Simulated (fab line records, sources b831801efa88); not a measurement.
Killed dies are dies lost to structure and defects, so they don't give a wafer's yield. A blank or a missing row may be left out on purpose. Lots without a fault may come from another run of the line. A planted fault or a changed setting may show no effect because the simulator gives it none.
fab line records | flow sky130
record lots=13 wafers=39 last_day=50
route steps=708 shown FIELD_ISO@14 PWDE@46 NWELL@78 PAD_OPEN@708
lots that met no fault: from a run of the same line without faults
start_h: hours from the record's first day to the start of the lot's first wafer shown | wait_h: hours since the lot's step before | " the same as in the row above | L1.1+2: a row that stands for several wafers | - no value, or no start given | * or withheld: withheld | < > ~ a bound
route shown NAME@n: a module of which the file shows steps, and the number in the route of the first | usual: mean/standard deviation of fault-free wafers | same: alike in all rows | chamber/n: place in a boat | sites: the reading at each site | _std_site: their standard deviation | _edge_site: outer sites' mean less inner sites' | radius_mm: how far each site lies from the wafer's centre | mask NAME#n: copy n | behind: the tool/chamber that last shaped the wafer | hold: why the lot was held/for how many hours/how that ended | device: the transistor (n, p or np) that didn't switch | end of line: the same wafers' tests at the end of the route | a step without rows: its recipe alone | killed: dies lost to structure and defects at the first sort, not the wafer's yield | map: a wafer's dies, x killed, . not, _ none there
set.NAME: the setting as run; set.NAME@STEP: as run at that earlier step | model.NAME: the simulator's own value behind a step, which no gauge read
steps of the route over a sample of lots; a table a step, a row a wafer
services: from which hour (start_h, from the record's first day; less than 0 if before it) a tool's chamber was out of use, for how many hours, and why
## steps
# step SKY_FIELD_ISO_CD_MEAS_13
# recipe target_cd_nm=150
# usual cd_nm=150.1/1.4
# columns lot.wafer tool chamber start_h wait_h cd_nm
L619.1 cd_sem-01 - 29.14 - 150.1
L619.4 " - " " 149.7
L619.5 " - " " 149.1
L621.1 cd_sem-02 - 38.46 - 150.5
L621.2 " - " " 149.8
L621.3 " - " " 150.3
L622.1 cd_sem-01 - 47.09 - 150.4
L622.3 " - " " 149.3
L622.4 " - " " 150.0
L624.2 cd_sem-02 - 56.23 - 149.0
L624.3 " - " " 149.0
L624.6 " - " " 149.3
L629.1 cd_sem-01 - 81.59 - 148.2
L629.2 " - " " 147.5
L629.4 " - " " 148.7
L630.3 cd_sem-02 - 85.75 - 152.9
L630.5 " - " " 152.8
L630.6 " - " " 152.1
L631.1 cd_sem-02 - 90.41 - 151.4
L631.3 " - " " 150.9
L631.5 " - " " 152.8
L634.1 cd_sem-02 - 108.89 - 149.2
L634.4 " - " " 150.4
L634.6 " - " " 148.7
L635.1 cd_sem-02 - 111.79 - 150.9
L635.2 " - " " 151.5
L635.6 " - " " 149.7
L636.1 cd_sem-02 - 117.57 - 151.8
L636.3 " - " " 152.7
L636.6 " - " " 150.6
L637.1 cd_sem-01 - 122.82 - 148.8
L637.2 " - " " 150.2
L637.6 " - " " 149.9
L640.1 cd_sem-01 - 138.56 - 148.5
L640.3 " - " " 149.0
L640.4 " - " " 149.3
L642.1 cd_sem-02 - 149.67 - 150.2
L642.3 " - " " 149.2
L642.6 " - " " 149.9
# step SKY_FIELD_ISO_ETCH_17
# recipe target_depth_a=3420 mask_material=Si3N4 chemistry=HBr/Cl2/O2 target=Si taper_deg=5 icp_w=600 bias_w=150 pressure_mtorr=15 HBr_flow_sccm=150 Cl2_flow_sccm=40 O2_flow_sccm=6 time_s=97.7
# usual drypump_motor_current_A=5.7/0.53 oes_product_au=0.996/0.01 throttle_valve_pct=25.658/0.011
# columns lot.wafer tool chamber start_h wait_h drypump_motor_current_A oes_product_au rf_hours_counter_h throttle_valve_pct
L619.1 rie_si-01 0 29.46 0.1 6.6 0.984 62 25.674
L619.4 " 1 " " 6.1 0.995 143 25.650
L619.5 " 0 " " 6.6 0.988 - 25.670
L621.1 rie_si-01 3 38.77 0.1 6.1 0.991 46 25.646
L621.2 " 2 " " 5.2 0.997 117 25.664
L621.3 " 0 " " 6.7 0.982 63 25.658
L622.1 rie_si-01 0 47.41 0.1 6.7 0.984 63 25.654
L622.3 " 2 " " 5.2 1.001 117 25.637
L622.4 " 3 " " 6.2 0.988 46 25.658
L624.2 rie_si-01 2 56.52 0.1 5.1 0.994 117 25.669
L624.3 " 1 " " 6.1 0.993 143 25.656
L624.6 " 2 " " 5.1 1.006 - 25.642
L629.1 rie_si-02 0 81.91 0.1 5.3 0.992 58 25.653
L629.2 " 1 " " 5.8 1.010 3 25.654
L629.4 " 0 " " 5.4 0.993 - 25.643
L630.3 rie_si-01 3 86.02 0.0 6.1 0.996 47 25.662
L630.5 " 1 " " 6.1 0.995 - 25.657
L630.6 " 0 " " 6.6 0.984 - 25.654
L631.1 rie_si-02 1 90.72 0.1 5.8 0.995 3 25.663
L631.3 " 3 " " 5.0 1.006 0 25.653
L631.5 " 1 " " 5.8 1.001 - 25.663
L634.1 rie_si-02 0 109.21 0.1 5.3 0.996 58 25.664
L634.4 " 1 " " 5.8 1.007 4 25.648
L634.6 " 2 " " 5.8 1.007 - 25.647
L635.1 rie_si-01 0 112.11 0.1 6.7 0.981 63 25.658
L635.2 " 2 " " 5.1 1.017 118 25.646
L635.6 " 3 " " 6.1 0.985 - 25.652
L636.1 rie_si-02 0 117.89 0.1 5.4 0.993 58 25.672
L636.3 " 3 " " 5.0 1.015 1 25.659
L636.6 " 3 " " 5.0 1.015 - 25.620
L637.1 rie_si-01 2 123.19 0.1 5.1 0.984 118 25.687
L637.2 " 0 " " 6.6 0.973 63 25.667
L637.6 " 2 " " 5.2 0.989 - 25.666
L640.1 rie_si-02 1 138.87 0.1 5.8 0.999 4 25.664
L640.3 " 3 " " 4.9 1.004 1 25.646
L640.4 " 0 " " 5.3 0.980 58 25.680
L642.1 rie_si-01 2 149.99 0.1 5.2 0.990 118 25.665
L642.3 " 0 " " 6.7 0.970 64 25.661
L642.6 " 3 " " 6.1 0.983 - 25.669
# step SKY_PWDE_HMDS_01
# recipe prime_time_s=60 prime_temp_c=120
# usual prime_temp_c=120.02/0.12
# columns lot.wafer tool chamber start_h wait_h prime_temp_c
L619.1 litho_track-03 0 68.52 0.1 120.07
L619.4 " 0 " " 120.09
L619.5 " 0 " " 120.32
L621.1 litho_track-02 0 71.66 0.1 120.06
L621.2 " 0 " " 120.23
L621.3 " 0 " " 120.30
L622.1 litho_track-03 0 76.92 0.1 120.09
L622.3 " 0 " " 120.13
L622.4 " 0 " " 120.08
L624.2 litho_track-04 0 88.40 0.1 119.88
L624.3 " 0 " " 119.99
L624.6 " 0 " " 120.00
L629.1 litho_track-03 0 114.87 0.1 121.83
L629.2 " 0 " " 121.55
L629.4 " 0 " " 121.71
L630.3 litho_track-03 0 120.77 0.1 121.89
L630.5 " 0 " " 121.63
L630.6 " 0 " " 121.86
L631.1 litho_track-03 0 127.27 0.1 121.68
L631.3 " 0 " " 121.93
L631.5 " 0 " " 121.72
L634.1 litho_track-02 0 144.66 0.1 119.99
L634.4 " 0 " " 120.05
L634.6 " 0 " " 120.15
L635.1 litho_track-02 0 146.81 0.1 120.08
L635.2 " 0 " " 119.99
L635.6 " 0 " " 120.21
L636.1 litho_track-02 0 155.86 0.1 119.98
L636.3 " 0 " " 120.05
L636.6 " 0 " " 120.15
L637.1 litho_track-04 0 159.18 0.1 119.95
L637.2 " 0 " " 120.02
L637.6 " 0 " " 119.91
L640.1 litho_track-04 0 176.38 0.1 120.18
L640.3 " 0 " " 120.05
L640.4 " 0 " " 119.90
L642.1 litho_track-04 0 194.18 0.1 119.96
L642.3 " 0 " " 119.97
L642.6 " 0 " " 119.82
# step SKY_NWELL_STRIP_25
# recipe chemistry=O2/N2 power_w=1400 pressure_mtorr=1500 platen_temp_c=withheld o2_flow_sccm=3000 n2_flow_sccm=300 overash_fraction=0.5
# usual drypump_motor_current_A=6.2/0.36 oes_product_au=0.722/0.0043 strip_time_to_endpoint_s=36.88/0.11
# columns lot.wafer tool chamber start_h wait_h drypump_motor_current_A oes_product_au rf_hours_counter_h strip_time_to_endpoint_s
L619.1 plasma_asher-03 1 112.71 0.1 6.2 0.730 42 36.75
L619.4 " 0 " " 5.9 0.726 - 36.73
L619.5 " 0 " " 5.9 0.723 - 36.79
L621.1 plasma_asher-04 1 116.18 0.1 5.8 0.724 42 36.78
L621.2 " 0 " " 6.6 0.717 42 36.98
L621.3 " 0 " " 6.6 0.719 - 36.80
L622.1 plasma_asher-03 1 122.06 0.1 6.2 0.726 43 36.88
L622.3 " 0 " " 5.9 0.714 - 36.76
L622.4 " 1 " " 6.2 0.724 - 36.88
L624.2 plasma_asher-04 1 135.61 0.1 5.8 0.723 44 36.80
L624.3 " 0 " " 6.6 0.722 - 36.83
L624.6 " 1 " " 5.8 0.722 - 36.73
L629.1 plasma_asher-04 0 162.58 0.1 6.6 0.724 47 36.70
L629.2 " 1 " " 5.8 0.720 47 36.76
L629.4 " 1 " " 5.8 0.728 - 36.73
L630.3 plasma_asher-01 1 169.40 0.1 5.8 0.715 - 37.04
L630.5 " 1 " " 5.8 0.721 - 36.97
L630.6 " 0 " " 6.6 0.722 - 36.97
L631.1 plasma_asher-04 0 178.46 0.2 6.6 0.733 49 37.00
L631.3 " 1 " " 5.8 0.721 - 36.95
L631.5 " 1 " " 5.8 0.726 - 36.97
L634.1 plasma_asher-04 1 196.41 0.1 5.8 0.724 51 36.93
L634.4 " 0 " " 6.6 0.727 - 36.73
L634.6 " 0 " " 6.6 0.725 - 36.84
L635.1 plasma_asher-03 0 200.06 0.1 5.9 0.725 49 36.97
L635.2 " 1 " " 6.2 0.715 49 37.12
L635.6 " 1 " " 6.2 0.721 - 36.96
L636.1 plasma_asher-01 1 209.31 0.1 5.8 0.726 9 37.13
L636.3 " 0 " " 6.6 0.721 - 37.04
L636.6 " 1 " " 5.8 0.715 - 36.96
L637.1 plasma_asher-01 0 212.68 0.1 6.6 0.724 10 36.89
L637.2 " 1 " " 5.8 0.722 10 36.80
L637.6 " 0 " " 6.6 0.718 - 36.84
L640.1 plasma_asher-01 0 231.78 0.1 6.6 0.728 12 37.17
L640.3 " 1 " " 5.8 0.717 - 37.06
L640.4 " 0 " " 6.6 0.725 - 37.07
L642.1 plasma_asher-03 0 252.71 0.1 5.9 0.718 54 36.79
L642.3 " 1 " " 6.2 0.730 - 36.76
L642.6 " 0 " " 5.9 0.719 - 36.79
# step SKY_PAD_OPEN_PROBE_99
# usual killed_at_M0_to_M3=44/7.4 killed_at_M4_up=3.0/1.8 killed_at_contacts=24/5.1 killed_at_front_end=15/4.3 killed_at_other=0.3/0.54 killed_dies=86/9.9 killed_open=47/7.1 killed_short=38/6.7
# same gross_dies=492 killed_at_back_side=0
# columns lot.wafer tool chamber start_h wait_h killed_at_M0_to_M3 killed_at_M4_up killed_at_contacts killed_at_front_end killed_at_other killed_dies killed_open killed_short
L619.1 prober-02 - 1090.59 0.1 48 1 19 17 2 87 50 37
L619.4 prober-02 - 1090.74 0.2 56 6 25 11 1 99 57 42
L619.5 prober-02 - 1090.79 0.2 45 2 24 16 0 87 50 37
L621.1 prober-01 - 1097.29 0.1 33 1 21 12 2 69 40 29
L621.2 prober-01 - 1097.34 0.1 28 2 20 7 1 58 41 17
L621.3 prober-01 - 1097.39 0.2 38 6 22 17 1 84 53 31
L622.1 prober-02 - 1098.79 0.1 25 4 25 12 0 66 32 34
L622.3 prober-02 - 1098.89 0.2 44 1 21 17 0 83 36 47
L622.4 prober-02 - 1098.94 0.2 40 2 16 12 0 70 38 32
L624.2 prober-02 - 1113.54 0.1 46 6 23 17 0 92 45 47
L624.3 prober-02 - 1113.59 0.2 43 3 25 14 0 85 43 42
L624.6 prober-02 - 1113.74 0.2 31 3 28 16 0 78 44 34
L629.1 prober-02 - 1145.75 0.1 38 2 22 12 0 74 41 33
L629.2 prober-02 - 1145.80 0.1 41 2 20 11 0 74 37 37
L629.4 prober-02 - 1145.90 0.2 51 4 24 14 0 93 49 44
L630.3 prober-01 - 1149.58 0.2 43 2 29 19 0 93 53 40
L630.5 prober-01 - 1149.68 0.2 48 3 25 11 0 87 43 44
L630.6 prober-01 - 1149.73 0.2 43 7 23 19 1 93 54 39
L631.1 prober-02 - 1155.73 0.1 37 2 30 16 0 85 48 37
L631.3 prober-02 - 1155.83 0.2 42 5 35 12 0 94 60 34
L631.5 prober-02 - 1155.93 0.2 39 2 27 17 0 85 46 39
L634.1 prober-01 - 1168.39 0.1 34 4 25 14 0 77 52 25
L634.4 prober-01 - 1168.54 0.2 54 2 20 12 0 88 56 32
L634.6 prober-01 - 1168.64 0.2 55 5 25 10 0 95 49 46
L635.1 prober-02 - 1172.94 0.1 34 1 26 13 0 74 43 31
L635.2 prober-02 - 1172.99 0.1 48 3 23 12 1 87 55 32
L635.6 prober-02 - 1173.19 0.2 26 2 30 15 0 73 38 35
L636.1 prober-01 - 1179.26 0.1 46 1 15 12 0 74 42 32
L636.3 prober-01 - 1179.36 0.2 58 0 16 14 0 88 50 38
L636.6 prober-01 - 1179.51 0.2 38 5 25 18 1 87 50 37
L637.1 prober-02 - 1179.83 0.1 50 4 27 21 0 102 51 51
L637.2 prober-02 - 1179.88 0.1 45 5 33 12 0 95 59 36
L637.6 prober-02 - 1180.08 0.2 52 2 21 13 0 88 47 41
L640.1 prober-01 - 1195.44 0.1 50 4 22 19 0 95 51 44
L640.3 prober-01 - 1195.54 0.2 40 3 13 12 0 68 39 29
L640.4 prober-01 - 1195.59 0.2 47 2 24 14 1 88 46 42
L642.1 prober-02 - 1208.64 0.1 43 1 20 18 2 84 48 36
L642.3 prober-02 - 1208.74 0.2 43 5 20 15 1 84 39 45
L642.6 prober-02 - 1208.89 0.2 45 6 20 16 0 87 44 43
# killed by level:class
L619.1 VIA1:geometric_particle:open=12 CONTACT:geometric_particle:open=9 VIA2:geometric_particle:open=6 FIELD_ISO:geometric_particle:open=5 CONTACT:geometric_particle:short=5 METAL3:geometric_particle:short=5 METAL2:geometric_particle:short=4 VIA2:geometric_particle:short=4
L619.4 VIA1:geometric_particle:open=15 VIA3:geometric_particle:open=8 LI_CONTACT:geometric_particle:open=8 CONTACT:geometric_particle:open=7 METAL1:geometric_particle:short=6 VIA2:geometric_particle:open=6 VIA1:geometric_particle:short=6 METAL3:geometric_particle:short=5
L619.5 VIA1:geometric_particle:open=12 CONTACT:geometric_particle:short=8 CONTACT:geometric_particle:open=7 VIA3:geometric_particle:open=7 LI_CONTACT:geometric_particle:open=6 FIELD_ISO:geometric_particle:open=5 METAL2:geometric_particle:short=5 FIELD_ISO:geometric_particle:short=4
L621.1 VIA1:geometric_particle:open=7 VIA3:geometric_particle:open=7 CONTACT:geometric_particle:open=6 LI_CONTACT:geometric_particle:open=6 METAL1:geometric_particle:short=6 FIELD_ISO:geometric_particle:short=5 VIA2:geometric_particle:open=5 LI_CONTACT:geometric_particle:short=4
L621.2 CONTACT:geometric_particle:open=12 VIA1:geometric_particle:open=8 VIA2:geometric_particle:open=5 VIA3:geometric_particle:open=5 LI_CONTACT:geometric_particle:open=3 CONTACT:geometric_particle:short=3 METAL1:geometric_particle:open=2 METAL2:geometric_particle:short=2
L621.3 VIA1:geometric_particle:open=14 LI_CONTACT:geometric_particle:open=8 CONTACT:geometric_particle:open=7 VIA3:geometric_particle:open=6 METAL1:geometric_particle:short=4 SPACER:geometric_particle:open=4 VIA1:geometric_particle:short=4 METAL4:geometric_particle:short=4
L622.1 CONTACT:geometric_particle:open=11 LI_CONTACT:geometric_particle:open=6 CONTACT:geometric_particle:short=6 METAL1:geometric_particle:short=5 VIA1:geometric_particle:short=4 METAL4:geometric_particle:short=4 FIELD_ISO:geometric_particle:open=3 POLY_CUT:geometric_particle:short=3
L622.3 VIA1:geometric_particle:open=8 VIA2:geometric_particle:open=6 CONTACT:geometric_particle:short=6 METAL2:geometric_particle:short=6 METAL3:geometric_particle:short=6 VIA3:geometric_particle:open=5 LI_CONTACT:geometric_particle:open=5 CONTACT:geometric_particle:open=5
L622.4 VIA1:geometric_particle:open=7 VIA2:geometric_particle:open=7 LI_CONTACT:geometric_particle:open=6 FIELD_ISO:geometric_particle:open=5 FIELD_ISO:geometric_particle:short=4 CONTACT:geometric_particle:short=4 VIA1:geometric_particle:short=4 VIA2:geometric_particle:short=4
L624.2 CONTACT:geometric_particle:open=11 METAL3:geometric_particle:short=10 METAL2:geometric_particle:short=9 FIELD_ISO:geometric_particle:open=8 VIA2:geometric_particle:short=5 LI_CONTACT:geometric_particle:short=5 VIA1:geometric_particle:open=5 FIELD_ISO:geometric_particle:short=4
L624.3 LI_CONTACT:geometric_particle:open=8 METAL1:geometric_particle:short=8 VIA1:geometric_particle:open=8 LI_CONTACT:geometric_particle:short=7 VIA2:geometric_particle:open=5 METAL2:geometric_particle:short=5 FIELD_ISO:geometric_particle:open=4 CONTACT:geometric_particle:open=4
L624.6 LI_CONTACT:geometric_particle:open=13 CONTACT:geometric_particle:open=8 VIA1:geometric_particle:open=7 VIA3:geometric_particle:open=7 FIELD_ISO:geometric_particle:short=6 FIELD_ISO:geometric_particle:open=4 POLY_GATE:geometric_particle:short=4 LI_CONTACT:geometric_particle:short=4
L629.1 VIA2:geometric_particle:open=8 LI_CONTACT:geometric_particle:open=7 CONTACT:geometric_particle:open=7 METAL2:geometric_particle:short=7 VIA1:geometric_particle:short=6 VIA3:geometric_particle:open=6 LOCAL_INTERCONNECT:geometric_particle:short=5 VIA1:geometric_particle:open=5
L629.2 VIA1:geometric_particle:open=10 LI_CONTACT:geometric_particle:open=7 VIA2:geometric_particle:open=6 POLY_GATE:geometric_particle:short=5 VIA1:geometric_particle:short=5 POLY_GATE:geometric_particle:open=4 VIA2:geometric_particle:short=4 LOCAL_INTERCONNECT:geometric_particle:short=4
L629.4 VIA1:geometric_particle:open=13 VIA2:geometric_particle:open=8 LI_CONTACT:geometric_particle:short=7 CONTACT:geometric_particle:short=6 CONTACT:geometric_particle:open=6 METAL1:geometric_particle:short=6 POLY_GATE:geometric_particle:open=5 METAL2:geometric_particle:short=5
L630.3 VIA1:geometric_particle:open=12 CONTACT:geometric_particle:open=10 METAL2:geometric_particle:short=7 LI_CONTACT:geometric_particle:open=6 VIA3:geometric_particle:open=6 FIELD_ISO:geometric_particle:short=4 LI_CONTACT:geometric_particle:short=4 VIA1:geometric_particle:short=4
L630.5 CONTACT:geometric_particle:open=12 METAL1:geometric_particle:short=10 VIA1:geometric_particle:open=8 VIA1:geometric_particle:short=7 METAL2:geometric_particle:short=6 VIA2:geometric_particle:open=6 VIA3:geometric_particle:open=5 LOCAL_INTERCONNECT:geometric_particle:short=4
L630.6 VIA1:geometric_particle:open=12 VIA2:geometric_particle:open=11 LI_CONTACT:geometric_particle:open=7 CONTACT:geometric_particle:open=7 FIELD_ISO:geometric_particle:open=5 POLY_GATE:geometric_particle:short=5 LOCAL_INTERCONNECT:geometric_particle:short=4 VIA3:geometric_particle:open=4
L631.1 CONTACT:geometric_particle:open=11 CONTACT:geometric_particle:short=8 VIA2:geometric_particle:open=8 LI_CONTACT:geometric_particle:open=7 POLY_GATE:geometric_particle:open=5 VIA1:geometric_particle:open=5 METAL2:geometric_particle:short=5 VIA3:geometric_particle:open=5
L631.3 CONTACT:geometric_particle:open=14 VIA2:geometric_particle:open=11 VIA1:geometric_particle:open=9 LI_CONTACT:geometric_particle:open=8 FIELD_ISO:geometric_particle:short=7 CONTACT:geometric_particle:short=7 VIA3:geometric_particle:open=5 LI_CONTACT:geometric_particle:short=4
L631.5 VIA1:geometric_particle:open=11 CONTACT:geometric_particle:open=8 LI_CONTACT:geometric_particle:open=7 CONTACT:geometric_particle:short=7 VIA2:geometric_particle:open=7 FIELD_ISO:geometric_particle:open=6 METAL3:geometric_particle:short=5 VIA2:geometric_particle:short=4
L634.1 LI_CONTACT:geometric_particle:open=10 VIA3:geometric_particle:open=9 VIA1:geometric_particle:open=7 CONTACT:geometric_particle:open=6 POLY_GATE:geometric_particle:open=4 CONTACT:geometric_particle:short=4 METAL2:geometric_particle:short=4 VIA2:geometric_particle:open=4
L634.4 VIA1:geometric_particle:open=14 VIA3:geometric_particle:open=10 VIA2:geometric_particle:open=9 LI_CONTACT:geometric_particle:open=7 CONTACT:geometric_particle:open=7 VIA1:geometric_particle:short=5 METAL2:geometric_particle:short=5 VIA3:geometric_particle:short=4
L634.6 VIA2:geometric_particle:open=11 CONTACT:geometric_particle:open=11 VIA1:geometric_particle:open=9 VIA2:geometric_particle:short=7 VIA3:geometric_particle:open=7 METAL1:geometric_particle:short=5 VIA3:geometric_particle:short=5 LI_CONTACT:geometric_particle:short=4
L635.1 LI_CONTACT:geometric_particle:open=10 CONTACT:geometric_particle:open=9 METAL1:geometric_particle:short=6 VIA2:geometric_particle:open=6 FIELD_ISO:geometric_particle:short=5 POLY_GATE:geometric_particle:short=5 VIA1:geometric_particle:open=5 METAL2:geometric_particle:short=4
L635.2 CONTACT:geometric_particle:open=13 VIA3:geometric_particle:open=13 VIA1:geometric_particle:open=8 METAL1:geometric_particle:short=6 VIA2:geometric_particle:open=6 FIELD_ISO:geometric_particle:open=5 LI_CONTACT:geometric_particle:open=4 VIA3:geometric_particle:short=4
L635.6 CONTACT:geometric_particle:open=10 LI_CONTACT:geometric_particle:open=8 LI_CONTACT:geometric_particle:short=6 VIA1:geometric_particle:open=6 FIELD_ISO:geometric_particle:open=5 METAL2:geometric_particle:short=5 VIA2:geometric_particle:open=5 FIELD_ISO:geometric_particle:short=4
L636.1 VIA1:geometric_particle:open=18 CONTACT:geometric_particle:open=7 FIELD_ISO:geometric_particle:open=5 VIA2:geometric_particle:short=5 METAL1:geometric_particle:short=5 METAL3:geometric_particle:short=5 VIA2:geometric_particle:open=4 METAL2:geometric_particle:short=3
L636.3 VIA1:geometric_particle:open=12 METAL1:geometric_particle:short=8 LI_CONTACT:geometric_particle:open=7 VIA2:geometric_particle:open=7 VIA3:geometric_particle:open=6 VIA1:geometric_particle:short=5 VIA3:geometric_particle:short=5 CONTACT:geometric_particle:open=5
L636.6 CONTACT:geometric_particle:open=11 LI_CONTACT:geometric_particle:open=9 VIA1:geometric_particle:open=8 VIA3:geometric_particle:open=8 VIA1:geometric_particle:short=7 FIELD_ISO:geometric_particle:short=6 VIA2:geometric_particle:open=5 METAL4:geometric_particle:short=4
L637.1 VIA1:geometric_particle:open=13 CONTACT:geometric_particle:open=12 METAL2:geometric_particle:short=9 LI_CONTACT:geometric_particle:open=8 VIA1:geometric_particle:short=8 POLY_GATE:geometric_particle:short=6 METAL1:geometric_particle:short=6 FIELD_ISO:geometric_particle:open=5
L637.2 LI_CONTACT:geometric_particle:open=15 CONTACT:geometric_particle:open=12 VIA1:geometric_particle:open=8 VIA1:geometric_particle:short=7 VIA3:geometric_particle:open=7 VIA2:geometric_particle:open=7 VIA2:geometric_particle:short=5 POLY_GATE:geometric_particle:short=4
L637.6 VIA1:geometric_particle:open=10 VIA3:geometric_particle:open=9 FIELD_ISO:geometric_particle:open=6 LI_CONTACT:geometric_particle:open=6 METAL2:geometric_particle:short=6 METAL1:geometric_particle:short=6 CONTACT:geometric_particle:open=5 VIA2:geometric_particle:open=5
L640.1 VIA1:geometric_particle:open=16 VIA1:geometric_particle:short=9 LOCAL_INTERCONNECT:geometric_particle:short=6 FIELD_ISO:geometric_particle:open=5 FIELD_ISO:geometric_particle:short=5 VIA2:geometric_particle:open=5 LI_CONTACT:geometric_particle:open=5 VIA2:geometric_particle:short=5
L640.3 VIA1:geometric_particle:open=13 VIA2:geometric_particle:open=6 FIELD_ISO:geometric_particle:short=5 VIA3:geometric_particle:open=5 CONTACT:geometric_particle:open=4 VIA1:geometric_particle:short=4 VIA3:geometric_particle:short=4 SPACER:geometric_particle:open=3
L640.4 CONTACT:geometric_particle:open=10 VIA1:geometric_particle:open=8 VIA2:geometric_particle:open=8 LI_CONTACT:geometric_particle:open=7 VIA3:geometric_particle:short=7 VIA3:geometric_particle:open=6 SPACER:geometric_particle:short=5 CONTACT:geometric_particle:short=5
L642.1 CONTACT:geometric_particle:open=11 VIA1:geometric_particle:open=10 VIA3:geometric_particle:open=7 FIELD_ISO:geometric_particle:open=5 METAL1:geometric_particle:short=5 POLY_GATE:geometric_particle:short=4 LI_CONTACT:geometric_particle:open=4 VIA1:geometric_particle:short=4
L642.3 METAL1:geometric_particle:short=9 VIA2:geometric_particle:open=8 VIA1:geometric_particle:open=6 LI_CONTACT:geometric_particle:open=5 METAL2:geometric_particle:short=5 CONTACT:geometric_particle:open=5 VIA1:geometric_particle:short=5 FIELD_ISO:geometric_particle:open=4
L642.6 VIA1:geometric_particle:open=14 VIA1:geometric_particle:short=11 CONTACT:geometric_particle:open=7 POLY_GATE:geometric_particle:open=5 METAL1:geometric_particle:short=5 FIELD_ISO:geometric_particle:open=3 FIELD_ISO:geometric_particle:short=3 LI_CONTACT:geometric_particle:short=3
## services
# columns tool chamber start_h hours kind
plasma_asher-04 - 18.75 0.5 repair
rie_si-02 3 32.12 - clean
rie_si-02 3 32.12 21.9 scheduled_down
rie_si-02 3 32.12 21.9 vent_cycle
plasma_asher-03 - 42.54 6.6 pm
plasma_asher-01 - 57.41 2.3 repair
rie_si-02 3 78.88 4.3 repair
rie_si-01 1 108.24 - clean
rie_si-01 1 108.24 18.5 scheduled_down
rie_si-01 1 108.24 18.5 vent_cycle
plasma_asher-01 - 108.75 9.0 pm
plasma_asher-01 0 108.75 9.0 vent_cycle
plasma_asher-01 1 108.75 9.0 vent_cycle
plasma_asher-03 - 144.88 0.7 repair
plasma_asher-03 - 156.42 13.1 repair
plasma_asher-03 - 168.40 0.4 repair
rie_si-02 0 194.58 2.8 repair
rie_si-02 - 199.47 14.6 pm
plasma_asher-03 - 213.50 2.7 repair
rie_si-02 3 228.10 1.5 repair
rie_si-01 2 233.28 3.2 repair
rie_si-01 2 236.46 - clean
rie_si-01 2 236.46 24.7 scheduled_down
rie_si-01 2 236.46 24.7 vent_cycle
## key
first_sign step=SKY_PWDE_HMDS_01 reading=prime_temp_c direction=up sigmas=15 usual=* struck=*
effect none on later readings
met_at SKY_PWDE_HMDS_01
struck_lots L629,L630,L631
tester_left_out L629,L630,L631
not_acting_at SKY_FIELD_ISO_CD_MEAS_13,SKY_FIELD_ISO_ETCH_17,SKY_NWELL_STRIP_25
onset_between 76.92 114.87
fault kind=process_parameter_drift tool=litho_track-03 chamber=- onset_h=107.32 steps=SKY_PWDE_HMDS_01 channel=prime_temp_c offset=* shape=step end_h=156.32 acts_in=* stated=*
# tester_left_out: of these lots the tester's yield and bins aren't shown, on N5 and GAA mostly nor the transistor test; their killed dies are dies lost to structure and defects alone, not to doping, threshold or leakage, so they don't give the yield
